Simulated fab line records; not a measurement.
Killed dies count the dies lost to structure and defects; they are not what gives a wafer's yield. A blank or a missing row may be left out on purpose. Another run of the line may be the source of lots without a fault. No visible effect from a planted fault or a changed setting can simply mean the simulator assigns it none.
fab line records -- flow sky130
record lots=5, wafers=15, last-day=49
route steps=708 shown CONTACT@412 METAL1@434
lots that met no fault: taken from a fault-free run of the same line
start-h: hours from the record's opening day to when the first of the lot's shown wafers began -- wait-h: hours since the lot's step before -- " the same as in the row above -- L1.1+2: a row that stands for several wafers -- - no value, or no start given -- * or withheld: withheld -- < > ~ a bound
route shown NAME@n: NAME is a module with steps in the file, n the number in the route of the first one -- usual: mean/standard deviation taken from wafers without a fault -- same: alike in all rows -- chamber/n: place in a boat -- sites: readings site by site -- _std_site: the standard deviation of these -- _edge_site: outer sites' mean less inner sites' -- radius-mm: for every site, how far away it sits from the centre of the wafer -- mask NAME#n: copy n -- behind: the most recent tool/chamber to have shaped the wafer -- hold: what put the lot on hold/how long, in hours/how the hold closed -- device: transistor that didn't switch, given as n, p or np -- end of line: at the end of the route, the tests of the same wafers -- a step with no rows: only its recipe -- killed: not the wafer's yield, but the dies lost to structure and defects at the first sort -- map: dies across one wafer; x = killed, . = not, _ = none there
set.NAME: the setting the step ran with; set.NAME@STEP: the setting that earlier step ran with -- model.NAME: the simulator's own value behind a step, which no gauge read
certain route steps with their lots: each step a table, each wafer a row
services: when a tool's chamber went out of use (start-h, in hours from the record's first day, below 0 if earlier), for how many hours, and the reason
## steps
# step SKY_CONTACT_DEHYDRATE_06
# recipe temp-c=200, time-s=60
lot.wafer,tool,chamber,start-h,wait-h
L074.3+4+5,litho-track-04,0,720.64,12.6
L075.3+4+5,litho-track-04,0,731.69,13.3
L077.3+4+5,litho-track-04,0,747.89,12.5
L082.3+4+6,litho-track-01,0,807.48,12.3
L087.3+4+5,litho-track-04,0,839.74,12.1
# step SKY_CONTACT_HMDS_07
# recipe prime-time-s=60, prime-temp-c=120
lot.wafer,tool,chamber,start-h,wait-h
L074.3+4+5,litho-track-04,0,720.79,0.1
L075.3+4+5,litho-track-04,0,731.84,0.1
L077.3+4+5,litho-track-04,0,748.04,0.1
L082.3+4+6,litho-track-01,0,807.63,0.1
L087.3+4+5,litho-track-04,0,839.89,0.1
# step SKY_CONTACT_COAT_08
# recipe resist=BARC, temp-c=withheld, time-s=withheld, spin-rpm=3000, resist-thk-nm=60
lot.wafer,tool,chamber,start-h,wait-h
L074.3+4+5,litho-track-04,0,720.94,0.1
L075.3+4+5,litho-track-04,0,731.99,0.1
L077.3+4+5,litho-track-04,0,748.19,0.1
L082.3+4+6,litho-track-01,0,807.78,0.1
L087.3+4+5,litho-track-04,0,840.04,0.1
# step SKY_CONTACT_COAT_09
# recipe resist=KrF-thick, spin-rpm=3000, resist-thk-nm=444.6
lot.wafer,tool,chamber,start-h,wait-h
L074.3+4+5,litho-track-04,0,-,-
L075.3+4+5,litho-track-04,0,-,-
L077.3+4+5,litho-track-04,0,-,-
L082.3+4+6,litho-track-01,0,-,-
L087.3+4+5,litho-track-04,0,-,-
# step SKY_CONTACT_SOFTBAKE_10
# recipe temp-c=100, time-s=90, resist=KrF-thick
lot.wafer,tool,chamber,start-h,wait-h
L074.3+4+5,litho-track-04,0,-,-
L075.3+4+5,litho-track-04,0,-,-
L077.3+4+5,litho-track-04,0,-,-
L082.3+4+6,litho-track-01,0,-,-
L087.3+4+5,litho-track-04,0,-,-
# step SKY_CONTACT_EXPOSE_11
# recipe mask-id=CTM1, na=0.8, source-shape=annular, sigma-inner=0.55, sigma-outer=0.85, target-cd-nm=170, dose-mj=38
lot.wafer,tool,chamber,start-h,wait-h,mask
L074.3+4+5,krf-scanner-02,0,-,-,CTM1#0
L075.3+4+5,krf-scanner-01,0,-,-,CTM1#0
L077.3+4+5,krf-scanner-01,0,-,-,CTM1#0
L082.3+4+6,krf-scanner-01,0,-,-,CTM1#0
L087.3+4+5,krf-scanner-02,0,-,-,CTM1#0
# step SKY_CONTACT_PEB_12
# recipe peb-temp-c=withheld, peb-time-s=withheld, resist=KrF-thick
lot.wafer,tool,chamber,start-h,wait-h
L074.3+4+5,litho-track-01,0,-,-
L075.3+4+5,litho-track-03,0,-,-
L077.3+4+5,litho-track-03,0,-,-
L082.3+4+6,litho-track-03,0,-,-
L087.3+4+5,litho-track-03,0,-,-
# step SKY_CONTACT_DEVELOP_13
# recipe develop-time-s=60, resist=KrF-thick, dev-temp-c=21
lot.wafer,tool,chamber,start-h,wait-h
L074.3+4+5,litho-track-01,0,-,-
L075.3+4+5,litho-track-03,0,-,-
L077.3+4+5,litho-track-03,0,-,-
L082.3+4+6,litho-track-03,0,-,-
L087.3+4+5,litho-track-03,0,-,-
# step SKY_CONTACT_CD_MEAS_14
# recipe target-cd-nm=170
# usual cd-nm=170.1/1.4
lot.wafer,tool,chamber,start-h,wait-h,cd-nm
L074.3,cd-sem-01,-,735.57,-,172.0
L074.4,cd-sem-01,-,735.57,-,171.1
L074.5,cd-sem-01,-,735.57,-,170.4
L075.3,cd-sem-01,-,745.77,-,170.7
L075.4,cd-sem-01,-,745.77,-,169.9
L075.5,cd-sem-01,-,745.77,-,169.3
L077.3,cd-sem-01,-,761.92,-,170.5
L077.4,cd-sem-01,-,761.92,-,171.0
L077.5,cd-sem-01,-,761.92,-,169.8
L082.3,cd-sem-01,-,821.67,-,170.1
L082.4,cd-sem-01,-,821.67,-,170.6
L082.6,cd-sem-01,-,821.67,-,170.2
L087.3,cd-sem-01,-,854.42,-,172.2
L087.4,cd-sem-01,-,854.42,-,169.8
L087.5,cd-sem-01,-,854.42,-,172.2
# step SKY_CONTACT_OVL_MEAS_15
# usual CONTACT_OVL=4/5.6
lot.wafer,tool,chamber,start-h,wait-h,CONTACT_OVL[nm]
L074.3,overlay-01,-,735.66,0.1,5
L074.4,overlay-01,-,735.66,0.1,1
L074.5,overlay-01,-,735.66,0.1,-3
L075.3,overlay-01,-,745.87,0.1,6
L075.4,overlay-01,-,745.87,0.1,8
L075.5,overlay-01,-,745.87,0.1,6
L077.3,overlay-01,-,762.02,0.1,4
L077.4,overlay-01,-,762.02,0.1,7
L077.5,overlay-01,-,762.02,0.1,-2
L082.3,overlay-02,-,821.77,0.1,3
L082.4,overlay-02,-,821.77,0.1,2
L082.6,overlay-02,-,821.77,0.1,3
L087.3,overlay-02,-,854.52,0.1,-2
L087.4,overlay-02,-,854.52,0.1,4
L087.5,overlay-02,-,854.52,0.1,1
# step SKY_CONTACT_ETCH_16
# recipe chemistry=N2/H2, target=BARC, ion-energy-ev=200, source-w=500, bias-w=100, pressure-mtorr=30, n2-flow-sccm=100, h2-flow-sccm=200, stop-on=SiO2, time-s=45.9, target-depth-a=600
# usual drypump-motor-current-A=5.7/0.38, oes-product-au=0.854/0.0048, throttle-valve-pct=13.224/0.0093
lot.wafer,tool,chamber,start-h,wait-h,drypump-motor-current-A,oes-product-au,rf-hours-counter-h,throttle-valve-pct
L074.3,rie-diel-02,2,735.68,0.0,5.1,0.855,7,13.222
L074.4,rie-diel-02,3,735.68,0.0,5.5,0.863,25,13.207
L074.5,rie-diel-02,2,735.68,0.0,5.1,0.850,-,13.230
L075.3,rie-diel-01,1,745.89,0.0,5.4,0.847,5,13.209
L075.4,rie-diel-01,0,745.89,0.0,6.0,0.846,1,13.220
L075.5,rie-diel-01,0,745.89,0.0,5.9,0.849,-,13.229
L077.3,rie-diel-04,0,762.04,0.0,6.1,0.855,43,13.239
L077.4,rie-diel-04,3,762.04,0.0,6.0,0.850,9,13.220
L077.5,rie-diel-04,0,762.04,0.0,6.2,0.856,-,13.231
L082.3,rie-diel-02,2,821.79,0.0,5.1,0.843,10,13.234
L082.4,rie-diel-02,3,821.79,0.0,5.5,0.855,28,13.233
L082.6,rie-diel-02,0,821.79,0.0,5.9,0.863,-,13.226
L087.3,rie-diel-02,1,854.54,0.0,5.5,0.854,13,13.222
L087.4,rie-diel-02,2,854.54,0.0,5.1,0.860,11,13.229
L087.5,rie-diel-02,0,854.54,0.0,5.9,0.854,-,13.231
# step SKY_CONTACT_ETCH_17
# recipe target=SiO2, chemistry=C4F8/O2/Ar, stop-on=Si3N4, mask-material=KrF-thick, source-w=1500, bias-w=1200, pressure-mtorr=40, c4f8-flow-sccm=withheld, O2_flow_sccm=6, Ar_flow_sccm=300, time-s=withheld, target-depth-a=3400
# usual oes-product-au=0.892/0.0047
lot.wafer,tool,chamber,start-h,wait-h,oes-product-au
L074.3,rie-diel-02,2,735.72,0.0,0.896
L074.4,rie-diel-02,3,735.72,0.0,0.893
L074.5,rie-diel-02,2,735.72,0.0,0.882
L075.3,rie-diel-01,1,745.93,0.0,0.900
L075.4,rie-diel-01,0,745.93,0.0,0.890
L075.5,rie-diel-01,0,745.93,0.0,0.897
L077.3,rie-diel-04,0,762.08,0.0,0.894
L077.4,rie-diel-04,3,762.08,0.0,0.889
L077.5,rie-diel-04,0,762.08,0.0,0.898
L082.3,rie-diel-02,2,821.83,0.0,0.893
L082.4,rie-diel-02,3,821.83,0.0,0.893
L082.6,rie-diel-02,0,821.83,0.0,0.882
L087.3,rie-diel-02,1,854.58,0.0,0.889
L087.4,rie-diel-02,2,854.58,0.0,0.885
L087.5,rie-diel-02,0,854.58,0.0,0.893
# step SKY_CONTACT_ETCH_18
# recipe target=Si3N4, chemistry=CHF3/O2, stop-on=TiN, source-w=600, bias-w=200, pressure-mtorr=40, chf3-flow-sccm=50, O2_flow_sccm=5, time-s=39, target-depth-a=750
# usual drypump-motor-current-A=5.7/0.38, oes-product-au=0.855/0.0089, throttle-valve-pct=8.793/0.0099
lot.wafer,tool,chamber,start-h,wait-h,drypump-motor-current-A,oes-product-au,rf-hours-counter-h,throttle-valve-pct
L074.3,rie-diel-02,2,-,-,5.0,0.854,7,8.807
L074.4,rie-diel-02,3,-,-,5.5,0.865,25,8.808
L074.5,rie-diel-02,2,-,-,5.0,0.868,-,8.791
L075.3,rie-diel-01,1,-,-,5.4,0.848,5,8.791
L075.4,rie-diel-01,0,-,-,5.9,0.855,1,8.789
L075.5,rie-diel-01,0,-,-,5.9,0.865,-,8.812
L077.3,rie-diel-04,0,-,-,6.1,0.854,43,8.806
L077.4,rie-diel-04,3,-,-,6.0,0.857,9,8.777
L077.5,rie-diel-04,0,-,-,6.1,0.866,-,8.792
L082.3,rie-diel-02,2,-,-,5.1,0.857,10,8.789
L082.4,rie-diel-02,3,-,-,5.5,0.875,28,8.784
L082.6,rie-diel-02,0,-,-,5.9,0.866,-,8.786
L087.3,rie-diel-02,1,-,-,5.5,0.865,13,8.778
L087.4,rie-diel-02,2,-,-,5.0,0.859,11,8.786
L087.5,rie-diel-02,0,-,-,5.9,0.859,-,8.808
# step SKY_CONTACT_STRIP_19
# recipe chemistry=O2/N2, power-w=1400, pressure-mtorr=1500, platen-temp-c=withheld, o2-flow-sccm=3000, n2-flow-sccm=300, overash-fraction=0.5
# usual drypump-motor-current-A=5.6/0.36, oes-product-au=0.379/0.005, strip-time-to-endpoint-s=3.56/0.057
lot.wafer,tool,chamber,start-h,wait-h,drypump-motor-current-A,oes-product-au,strip-time-to-endpoint-s
L074.3,plasma-asher-04,1,735.85,-,5.7,0.381,3.61
L074.4,plasma-asher-04,0,735.85,-,5.1,0.372,3.53
L074.5,plasma-asher-04,1,735.85,-,5.6,0.378,3.61
L075.3,plasma-asher-04,1,746.05,-,5.7,0.378,3.55
L075.4,plasma-asher-04,0,746.05,-,5.1,0.376,3.51
L075.5,plasma-asher-04,1,746.05,-,5.7,0.379,3.52
L077.3,plasma-asher-03,0,762.20,-,5.7,0.383,3.46
L077.4,plasma-asher-03,1,762.20,-,6.1,0.389,3.58
L077.5,plasma-asher-03,0,762.20,-,5.7,0.379,3.46
L082.3,plasma-asher-02,0,821.95,-,5.1,0.374,3.63
L082.4,plasma-asher-02,1,821.95,-,5.9,0.374,3.51
L082.6,plasma-asher-02,0,821.95,-,5.1,0.382,3.56
L087.3,plasma-asher-02,1,854.71,-,5.9,0.387,3.65
L087.4,plasma-asher-02,0,854.71,-,5.1,0.385,3.60
L087.5,plasma-asher-02,1,854.71,-,5.9,0.370,3.50
# step SKY_CONTACT_STRIP_20
# recipe chemistry=post-etch-residue-remover, time-s=1200, temp-c=72.5
# usual bath-guard-temp-C=72.4/0.58
lot.wafer,tool,chamber,start-h,wait-h,bath-guard-temp-C
L074.3,wet-bench-01,2,735.91,0.0,72.4
L074.4,wet-bench-01,2,735.91,0.0,72.5
L074.5,wet-bench-01,2,735.91,0.0,72.7
L075.3,wet-bench-02,3,746.12,0.0,71.2
L075.4,wet-bench-02,3,746.12,0.0,71.5
L075.5,wet-bench-02,3,746.12,0.0,71.5
L077.3,wet-bench-01,3,762.27,0.0,72.9
L077.4,wet-bench-01,3,762.27,0.0,72.7
L077.5,wet-bench-01,3,762.27,0.0,72.9
L082.3,wet-bench-01,1,822.02,0.0,72.8
L082.4,wet-bench-01,1,822.02,0.0,72.6
L082.6,wet-bench-01,1,822.02,0.0,72.7
L087.3,wet-bench-02,2,854.77,0.0,73.1
L087.4,wet-bench-02,2,854.77,0.0,72.7
L087.5,wet-bench-02,2,854.77,0.0,72.4
# step SKY_CONTACT_CLEAN_21
# recipe chemistry=IPA, time-s=180, temp-c=25
lot.wafer,tool,chamber,start-h,wait-h
L074.3+4+5,wet-bench-02,3,736.26,0.0
L075.3+4+5,wet-bench-01,1,746.49,0.0
L077.3+4+5,wet-bench-02,3,762.61,0.0
L082.3+4+6,wet-bench-02,3,822.39,0.0
L087.3+4+5,wet-bench-04,1,855.11,0.0
# step SKY_CONTACT_CLEAN_22
# recipe chemistry=O3/DIW, dry=n2-spin
lot.wafer,tool,chamber,start-h,wait-h
L074.3+4+5,wet-bench-04,0,736.31,0.0
L075.3+4+5,wet-bench-04,1,746.55,0.0
L077.3+4+5,wet-bench-01,2,762.68,0.0
L082.3+4+6,wet-bench-01,2,822.45,0.0
L087.3+4+5,wet-bench-01,1,855.23,0.0
# step SKY_CONTACT_SPUTTER_23
# recipe material=TiN, target-thk-nm=20, chamber-pressure-pa=5, power-w=4000, time-s=80
# usual throttle-valve-pct=29.6/0.69
lot.wafer,tool,chamber,start-h,wait-h,throttle-valve-pct
L074.3,pvd-sputter-01,-,736.41,0.0,29.9
L074.4,pvd-sputter-01,-,736.41,0.0,29.1
L074.5,pvd-sputter-01,-,736.41,0.0,29.4
L075.3,pvd-sputter-02,-,746.64,0.0,30.3
L075.4,pvd-sputter-02,-,746.64,0.0,29.8
L075.5,pvd-sputter-02,-,746.64,0.0,30.2
L077.3,pvd-sputter-01,-,762.77,0.0,31.1
L077.4,pvd-sputter-01,-,762.77,0.0,29.4
L077.5,pvd-sputter-01,-,762.77,0.0,29.7
L082.3,pvd-sputter-01,-,822.55,0.0,29.7
L082.4,pvd-sputter-01,-,822.55,0.0,29.7
L082.6,pvd-sputter-01,-,822.55,0.0,29.6
L087.3,pvd-sputter-02,-,855.33,0.0,30.3
L087.4,pvd-sputter-02,-,855.33,0.0,29.1
L087.5,pvd-sputter-02,-,855.33,0.0,30.7
# step SKY_CONTACT_CVD_24
# recipe material=W, target-thk-nm=340, time-s=102.12, temp-c=400, pressure-torr=40
# usual heater-power-w=800/32
lot.wafer,tool,chamber,start-h,wait-h,heater-power-w
L074.3,cvd-w-01,1,736.51,0.1,804
L074.4,cvd-w-01,0,736.51,0.1,732
L074.5,cvd-w-01,1,736.51,0.1,800
L075.3,cvd-w-02,1,746.78,0.1,825
L075.4,cvd-w-02,1,746.78,0.1,804
L075.5,cvd-w-02,1,746.78,0.1,821
L077.3,cvd-w-02,1,762.87,0.1,828
L077.4,cvd-w-02,0,762.87,0.1,806
L077.5,cvd-w-02,0,762.87,0.1,830
L082.3,cvd-w-01,0,822.65,0.1,758
L082.4,cvd-w-01,1,822.65,0.1,785
L082.6,cvd-w-01,1,822.65,0.1,803
L087.3,cvd-w-01,0,855.51,0.1,723
L087.4,cvd-w-01,1,855.51,0.1,806
L087.5,cvd-w-01,1,855.51,0.1,793
# step SKY_CONTACT_RS_MEAS_25
# recipe thk-meas-gauge=four-point-probe, reads=W_of_CONTACT_CVD_24+TiN_of_CONTACT_SPUTTER_23
# usual CONTACT_W_RS=0.337/0.0048
lot.wafer,tool,chamber,start-h,wait-h,CONTACT_W_RS[ohm/sq]
L074.3,film-metro-01,-,736.63,0.1,0.337
L074.4,film-metro-01,-,736.63,0.1,0.334
L074.5,film-metro-01,-,736.63,0.1,0.335
L075.3,film-metro-02,-,746.97,0.2,0.345
L075.4,film-metro-02,-,746.97,0.2,0.345
L075.5,film-metro-02,-,746.97,0.2,0.344
L077.3,film-metro-01,-,762.98,0.1,0.346
L077.4,film-metro-01,-,762.98,0.1,0.342
L077.5,film-metro-01,-,762.98,0.1,0.343
L082.3,film-metro-02,-,822.76,0.1,0.335
L082.4,film-metro-02,-,822.76,0.1,0.334
L082.6,film-metro-02,-,822.76,0.1,0.331
L087.3,film-metro-02,-,855.62,0.1,0.330
L087.4,film-metro-02,-,855.62,0.1,0.334
L087.5,film-metro-02,-,855.62,0.1,0.335
# step SKY_CONTACT_THK_MEAS_26
# recipe thk-meas-gauge=xrf, reads=W_of_CONTACT_CVD_24
# usual CONTACT_W_THK=337/5.2
lot.wafer,tool,chamber,start-h,wait-h,CONTACT_W_THK[nm]
L074.3,film-metro-01,-,736.73,0.1,332
L074.4,film-metro-01,-,736.73,0.1,338
L074.5,film-metro-01,-,736.73,0.1,335
L075.3,film-metro-02,-,747.07,0.1,332
L075.4,film-metro-02,-,747.07,0.1,333
L075.5,film-metro-02,-,747.07,0.1,335
L077.3,film-metro-01,-,763.08,0.1,329
L077.4,film-metro-01,-,763.08,0.1,334
L077.5,film-metro-01,-,763.08,0.1,329
L082.3,film-metro-02,-,822.86,0.1,341
L082.4,film-metro-02,-,822.86,0.1,341
L082.6,film-metro-02,-,822.86,0.1,345
L087.3,film-metro-02,-,855.72,0.1,345
L087.4,film-metro-02,-,855.72,0.1,340
L087.5,film-metro-02,-,855.72,0.1,340
# step SKY_CONTACT_CMP_27
# recipe stop-on=SiO2, t-overpolish-s=15, down-force-psi=3.5, platen-rpm=60, target-thk-nm=0, pad-velocity-m-s=0.94248
# usual edge-zone-pressure-frac=0.999/0.0053, motor-current-A=11.5/1.2, overpolish-run-s=14.999/0.0088, platen-rpm=60.00/0.044, slurry-flow-ml-min=149.9/0.47, time-to-endpoint-s=85/4.1
lot.wafer,tool,chamber,start-h,wait-h,edge-zone-pressure-frac,motor-current-A,overpolish-run-s,platen-rpm,slurry-flow-ml-min,time-to-endpoint-s
L074.4,cmp-02,1,736.77,0.0,0.999,13.2,14.989,60.05,149.7,80
L074.3,cmp-02,3,736.77,0.0,0.996,12.5,15.000,60.04,149.7,82
L074.5,cmp-02,2,736.77,0.0,1.008,12.0,14.993,60.02,150.6,81
L075.3,cmp-01,1,747.11,0.0,0.990,10.5,15.005,59.96,150.2,88
L075.4,cmp-01,2,747.11,0.0,0.999,10.4,15.010,60.01,150.2,86
L075.5,cmp-01,2,747.11,0.0,1.002,10.4,15.000,60.02,149.8,90
L077.4,cmp-01,0,763.17,0.1,1.002,12.1,15.002,59.98,150.0,80
L077.3,cmp-01,1,763.17,0.1,1.012,10.1,14.996,59.97,149.8,80
L077.5,cmp-01,0,763.17,0.1,0.993,12.5,15.004,60.03,149.8,84
L082.4,cmp-02,1,822.95,0.1,1.008,12.9,15.011,60.03,149.8,83
L082.3,cmp-02,3,822.95,0.1,1.012,12.1,14.997,59.97,150.1,84
L082.6,cmp-02,1,822.95,0.1,0.998,13.0,14.999,60.05,150.3,83
L087.3,cmp-01,0,855.88,0.1,1.005,11.9,14.996,60.02,149.1,92
L087.4,cmp-01,1,855.88,0.1,0.993,10.1,15.002,59.98,149.8,89
L087.5,cmp-01,0,855.88,0.1,1.006,11.6,15.013,60.02,149.4,86
# step SKY_METAL1_SPUTTER_00
# recipe material=Ti, target-thk-nm=15, power-w=3000, time-s=10, chamber-pressure-pa=0.4
# usual throttle-valve-pct=30.0/0.6
lot.wafer,tool,chamber,start-h,wait-h,throttle-valve-pct
L074.3,pvd-sputter-03,-,737.07,0.1,30.9
L074.4,pvd-sputter-03,-,737.07,0.1,29.4
L074.5,pvd-sputter-03,-,737.07,0.1,30.1
L075.3,pvd-sputter-01,-,747.41,0.2,31.0
L075.4,pvd-sputter-01,-,747.41,0.2,29.3
L075.5,pvd-sputter-01,-,747.41,0.2,29.5
L077.3,pvd-sputter-02,-,763.42,0.1,30.0
L077.4,pvd-sputter-02,-,763.42,0.1,30.3
L077.5,pvd-sputter-02,-,763.42,0.1,29.2
L082.3,pvd-sputter-02,-,823.20,0.1,29.4
L082.4,pvd-sputter-02,-,823.20,0.1,30.7
L082.6,pvd-sputter-02,-,823.20,0.1,29.7
L087.3,pvd-sputter-02,-,856.13,0.2,30.3
L087.4,pvd-sputter-02,-,856.13,0.2,29.1
L087.5,pvd-sputter-02,-,856.13,0.2,30.5
# step SKY_METAL1_SPUTTER_01
# recipe material=TiN, target-thk-nm=20, power-w=6500, time-s=16.7, chamber-pressure-pa=0.4
# usual throttle-valve-pct=29.9/0.62
lot.wafer,tool,chamber,start-h,wait-h,throttle-valve-pct
L074.3,pvd-sputter-03,-,737.09,0.0,30.5
L074.4,pvd-sputter-03,-,737.09,0.0,29.1
L074.5,pvd-sputter-03,-,737.09,0.0,30.2
L075.3,pvd-sputter-01,-,747.43,0.0,31.1
L075.4,pvd-sputter-01,-,747.43,0.0,29.1
L075.5,pvd-sputter-01,-,747.43,0.0,29.6
L077.3,pvd-sputter-02,-,763.44,0.0,30.0
L077.4,pvd-sputter-02,-,763.44,0.0,30.1
L077.5,pvd-sputter-02,-,763.44,0.0,29.1
L082.3,pvd-sputter-02,-,823.23,0.0,29.2
L082.4,pvd-sputter-02,-,823.23,0.0,30.3
L082.6,pvd-sputter-02,-,823.23,0.0,29.9
L087.3,pvd-sputter-02,-,856.15,0.0,30.1
L087.4,pvd-sputter-02,-,856.15,0.0,29.2
L087.5,pvd-sputter-02,-,856.15,0.0,30.5
# step SKY_METAL1_SPUTTER_02
# recipe material=AlCu, target-thk-nm=250, power-w=10600, time-s=13.3, chamber-pressure-pa=0.4
# usual throttle-valve-pct=30.0/0.62
lot.wafer,tool,chamber,start-h,wait-h,throttle-valve-pct
L074.3,pvd-sputter-03,-,737.11,0.0,30.6
L074.4,pvd-sputter-03,-,737.11,0.0,29.3
L074.5,pvd-sputter-03,-,737.11,0.0,30.2
L075.3,pvd-sputter-01,-,747.45,0.0,31.1
L075.4,pvd-sputter-01,-,747.45,0.0,28.9
L075.5,pvd-sputter-01,-,747.45,0.0,29.4
L077.3,pvd-sputter-02,-,763.47,0.0,29.9
L077.4,pvd-sputter-02,-,763.47,0.0,30.3
L077.5,pvd-sputter-02,-,763.47,0.0,29.1
L082.3,pvd-sputter-02,-,823.25,0.0,29.0
L082.4,pvd-sputter-02,-,823.25,0.0,30.5
L082.6,pvd-sputter-02,-,823.25,0.0,30.0
L087.3,pvd-sputter-02,-,856.18,0.0,30.1
L087.4,pvd-sputter-02,-,856.18,0.0,29.5
L087.5,pvd-sputter-02,-,856.18,0.0,30.5
# step SKY_METAL1_SPUTTER_03
# recipe material=Ti, target-thk-nm=5, power-w=3000, time-s=3.3, chamber-pressure-pa=0.4
# usual throttle-valve-pct=30.0/0.61
lot.wafer,tool,chamber,start-h,wait-h,throttle-valve-pct
L074.3,pvd-sputter-03,-,737.14,0.0,30.6
L074.4,pvd-sputter-03,-,737.14,0.0,29.5
L074.5,pvd-sputter-03,-,737.14,0.0,30.3
L075.3,pvd-sputter-01,-,747.48,0.0,31.1
L075.4,pvd-sputter-01,-,747.48,0.0,29.3
L075.5,pvd-sputter-01,-,747.48,0.0,29.6
L077.3,pvd-sputter-02,-,763.49,0.0,29.7
L077.4,pvd-sputter-02,-,763.49,0.0,30.1
L077.5,pvd-sputter-02,-,763.49,0.0,29.3
L082.3,pvd-sputter-02,-,823.28,0.0,29.1
L082.4,pvd-sputter-02,-,823.28,0.0,30.4
L082.6,pvd-sputter-02,-,823.28,0.0,30.3
L087.3,pvd-sputter-02,-,856.20,0.0,30.2
L087.4,pvd-sputter-02,-,856.20,0.0,29.6
L087.5,pvd-sputter-02,-,856.20,0.0,30.6
# step SKY_METAL1_SPUTTER_04
# recipe material=TiN, target-thk-nm=70, power-w=6500, time-s=58.3, chamber-pressure-pa=0.4
# usual throttle-valve-pct=30.0/0.62
lot.wafer,tool,chamber,start-h,wait-h,throttle-valve-pct
L074.3,pvd-sputter-03,-,737.16,0.0,30.8
L074.4,pvd-sputter-03,-,737.16,0.0,29.3
L074.5,pvd-sputter-03,-,737.16,0.0,30.2
L075.3,pvd-sputter-01,-,747.50,0.0,30.9
L075.4,pvd-sputter-01,-,747.50,0.0,29.1
L075.5,pvd-sputter-01,-,747.50,0.0,29.6
L077.3,pvd-sputter-02,-,763.51,0.0,29.9
L077.4,pvd-sputter-02,-,763.51,0.0,30.5
L077.5,pvd-sputter-02,-,763.51,0.0,29.3
L082.3,pvd-sputter-02,-,823.29,0.0,28.9
L082.4,pvd-sputter-02,-,823.29,0.0,30.6
L082.6,pvd-sputter-02,-,823.29,0.0,30.3
L087.3,pvd-sputter-02,-,856.22,0.0,30.0
L087.4,pvd-sputter-02,-,856.22,0.0,29.2
L087.5,pvd-sputter-02,-,856.22,0.0,30.7
# step SKY_METAL1_RS_MEAS_05
# recipe thk-meas-gauge=four-point-probe, reads=TiN_of_METAL1_SPUTTER_04+Ti_of_METAL1_SPUTTER_03+AlCu_of_METAL1_SPUTTER_02+TiN_of_METAL1_SPUTTER_01+Ti_of_METAL1_SPUTTER_00
# usual METAL1_ALCU_RS=0.1261/0.0014
lot.wafer,tool,chamber,start-h,wait-h,METAL1_ALCU_RS[ohm/sq]
L074.3,film-metro-03,-,737.25,0.1,0.1265
L074.4,film-metro-03,-,737.25,0.1,0.1269
L074.5,film-metro-03,-,737.25,0.1,0.1268
L075.3,film-metro-01,-,747.59,0.1,0.1255
L075.4,film-metro-01,-,747.59,0.1,0.1267
L075.5,film-metro-01,-,747.59,0.1,0.1250
L077.3,film-metro-03,-,763.60,0.1,0.1237
L077.4,film-metro-03,-,763.60,0.1,0.1272
L077.5,film-metro-03,-,763.60,0.1,0.1256
L082.3,film-metro-03,-,823.38,0.1,0.1263
L082.4,film-metro-03,-,823.38,0.1,0.1250
L082.6,film-metro-03,-,823.38,0.1,0.1265
L087.3,film-metro-01,-,856.31,0.1,0.1283
L087.4,film-metro-01,-,856.31,0.1,0.1277
L087.5,film-metro-01,-,856.31,0.1,0.1269
## services
tool,chamber,start-h,hours,kind
cvd-w-01,-,699.76,0.8,repair
cmp-01,-,703.47,0.6,repair
krf-scanner-01,-,708.50,18.5,repair
cmp-01,-,719.75,0.9,repair
rie-diel-01,2,720.58,4.3,repair
rie-diel-04,3,733.13,9.9,repair
rie-diel-01,2,736.67,5.1,repair
rie-diel-02,0,740.35,6.1,repair
rie-diel-04,-,742.72,1.7,repair
rie-diel-01,-,750.44,0.5,repair
cmp-01,-,755.97,0.5,repair
cmp-01,-,759.96,2.9,repair
krf-scanner-01,-,766.63,0.8,pm
pvd-sputter-02,-,767.07,1.0,repair
krf-scanner-01,-,768.71,1.3,pm
krf-scanner-01,-,777.07,1.0,pm
pvd-sputter-02,-,794.50,20.5,repair
rie-diel-01,1,799.10,2.4,repair
cmp-01,-,805.76,1.3,repair
krf-scanner-01,-,811.37,3.6,pm
rie-diel-04,0,828.41,6.8,repair
pvd-sputter-02,-,831.49,20.7,repair
rie-diel-04,-,842.36,15.6,pm
wet-bench-02,-,844.13,4.1,repair
## key
fault none
